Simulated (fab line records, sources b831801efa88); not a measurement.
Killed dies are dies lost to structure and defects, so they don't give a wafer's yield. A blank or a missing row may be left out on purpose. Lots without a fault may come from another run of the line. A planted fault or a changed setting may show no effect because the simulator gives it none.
A struck lot beside a sound one | flow sky130 | 26 steps out of a route of 708
Sound: wafers L662.1, L662.2, L662.6. Struck: wafers L668.3, L668.5, L668.6. The cause comes at the end.
At each step with rows: each side's tool, then ch and its chambers, then its first start. Under that, the readings that differ: sound wafers | struck wafers | difference of the means | sigmas: that difference in standard deviations of wafers without a fault.
alike: readings whose means differ by less than 2 such deviations, and words and numbers that are the same on both sides. not compared: withheld readings, readings that some wafer has no value for, bounds like >300 that may hide the same value, and numbers for which the record gives no deviation and whose values overlap.
The two part at a step that has a row with sigmas, a row that says differs or no value, or rows on one side only. Numbers that don't overlap but have no deviation are shown without sigmas and don't part them. A reading that every wafer of one side lacks parts them only if that side has two wafers or more.

first, 3 steps without rows for these wafers: SKY_CAP2M_EXPOSE_09 (exposes mask CAP2M, target cd 1000 nm); SKY_CAP2M_PEB_10; SKY_CAP2M_DEVELOP_11 (develop time 60 s).
SKY_CAP2M_OVL_MEAS_12:
  sound on overlay-02, day 42 04:31; struck on overlay-01, day 43 23:43
  alike: CAP2M_OVL
SKY_CAP2M_METAL_ETCH_13: etches TiN in Cl2/BCl3, stops on SiO2, target depth 220 nm, time 62.9 s.
  sound on rie_metal-04 ch 0,1, day 42 04:32; struck on rie_metal-03 ch 0,1, day 43 23:46
  alike: drypump_motor_current_A, oes_product_au, throttle_valve_pct
  not compared: rf_hours_counter_h
SKY_CAP2M_STRIP_14: strips in O2/N2.
  sound on plasma_asher-04 ch 0,1, day 42 04:37; struck on plasma_asher-04 ch 0,1, day 43 23:52
  alike: drypump_motor_current_A, oes_product_au, strip_time_to_endpoint_s
  not compared: rf_hours_counter_h
then, 6 steps without rows for these wafers: SKY_CAP2M_STRIP_15 (strips in post etch residue remover, time 1200 s); SKY_CAP2M_CLEAN_16 (cleans in IPA, time 180 s); SKY_CAP2M_CLEAN_17 (cleans in O3/DIW); SKY_METAL4_DEHYDRATE_05 (time 60 s); SKY_METAL4_HMDS_06 (prime time 60 s); SKY_METAL4_COAT_07 (resist thk 60 nm).
SKY_METAL4_COAT_08: resist thk 1140 nm.
  sound on litho_track-01 ch 0, day 42 16:00; struck on litho_track-03 ch 0, day 44 11:00
  reading                                       | sound          | struck         | difference | sigmas
  dispense_pressure_kPa (kPa)                   | 57 57 57       | 46 46 46       | -11        | -2
  model.KrF-thick_of_METAL4_COAT_08.thk_nm (nm) | 1141 1141 1141 | 1162 1159 1161 | +20        |
then, 4 steps without rows for these wafers: SKY_METAL4_SOFTBAKE_09 (time 90 s); SKY_METAL4_EXPOSE_10 (exposes mask MM4, target cd 300 nm); SKY_METAL4_PEB_11; SKY_METAL4_DEVELOP_12 (develop time 60 s).
SKY_METAL4_CD_MEAS_13: target cd 300 nm.
  sound on cd_sem-01, day 43 04:20; struck on cd_sem-02, day 44 22:25
  alike: cd_nm
SKY_METAL4_OVL_MEAS_14:
  sound on overlay-02, day 43 04:28; struck on overlay-01, day 44 22:30
  alike: METAL4_OVL
SKY_METAL4_DESCUM_15: chemistry O2, time 8 s.
  sound on rie_metal-03 ch 0,1, day 43 04:30; struck on rie_metal-02 ch 0,1, day 44 22:32
  alike: drypump_motor_current_A, oes_product_au
  not compared: rf_hours_counter_h
SKY_METAL4_ETCH_16: etches BARC in N2/H2, stops on SiO2, time 88.2 s, target depth 60 nm.
  sound on rie_metal-03 ch 0,1, day 43 04:32; struck on rie_metal-02 ch 0,1, day 44 22:35
  alike: drypump_motor_current_A, oes_product_au, throttle_valve_pct
  not compared: rf_hours_counter_h
SKY_METAL4_ETCH_17: etches SiO2 in C4F8/O2/Ar, stops on TiN, time 3.9 s, target depth 15 nm.
  sound on rie_diel-03 ch 1,3, day 43 04:38; struck on rie_diel-01 ch 0,1, day 44 22:40
  alike: oes_product_au
  not compared: rf_hours_counter_h
SKY_METAL4_METAL_ETCH_18: etches the open film in Cl2/BCl3, stops on SiO2, target depth 845 nm, time 183.1 s.
  sound on rie_metal-02 ch 0,1, day 43 04:39; struck on rie_metal-03 ch 0,1, day 44 22:44
  reading                                       | sound           | struck            | difference | sigmas
  model.KrF-thick_of_METAL4_COAT_08.thk_nm (nm) | 533 533.8 536.7 | 563.9 561.9 559.8 | +27.4      |
  alike: drypump_motor_current_A, oes_product_au, throttle_valve_pct
  not compared: rf_hours_counter_h
SKY_METAL4_STRIP_19: strips in O2/N2.
  sound on plasma_asher-03 ch 0,1, day 43 04:49; struck on plasma_asher-04 ch 0,1, day 44 22:53
  reading                      | sound          | struck         | difference | sigmas
  strip_time_to_endpoint_s (s) | 6.60 6.59 6.63 | 6.89 6.88 6.86 | +0.27      | +5
  alike: drypump_motor_current_A, oes_product_au
  not compared: rf_hours_counter_h
then, 1 step without rows for these wafers: SKY_METAL4_STRIP_20 (strips in post etch residue remover, time 1200 s).
-- the record jumps here: 4 days lie between the struck wafers' starts before and after (it left off in module METAL4 and takes up again in module PAD_OPEN, whose first step shown is number 708 of the route) --
SKY_PAD_OPEN_PROBE_99:
  sound on prober-01, day 47 00:11; struck on prober-02, day 48 13:58
  alike: defect_limited_yield, killed_at_M0_to_M3, killed_at_M4_up, killed_at_contacts, killed_at_front_end, killed_at_other, killed_dies, killed_on_rim, killed_open, killed_short, sort_bin_3_pad_short, sort_bin_5_function, sort_bin_6_memory, sort_n_pass, sort_yield_pct

WHERE THEY PART
First at SKY_METAL4_COAT_08; last, within this record, at SKY_METAL4_STRIP_19. Later steps at which nothing parts them and some readings are alike: SKY_PAD_OPEN_PROBE_99.

WHY: what the simulator had put in
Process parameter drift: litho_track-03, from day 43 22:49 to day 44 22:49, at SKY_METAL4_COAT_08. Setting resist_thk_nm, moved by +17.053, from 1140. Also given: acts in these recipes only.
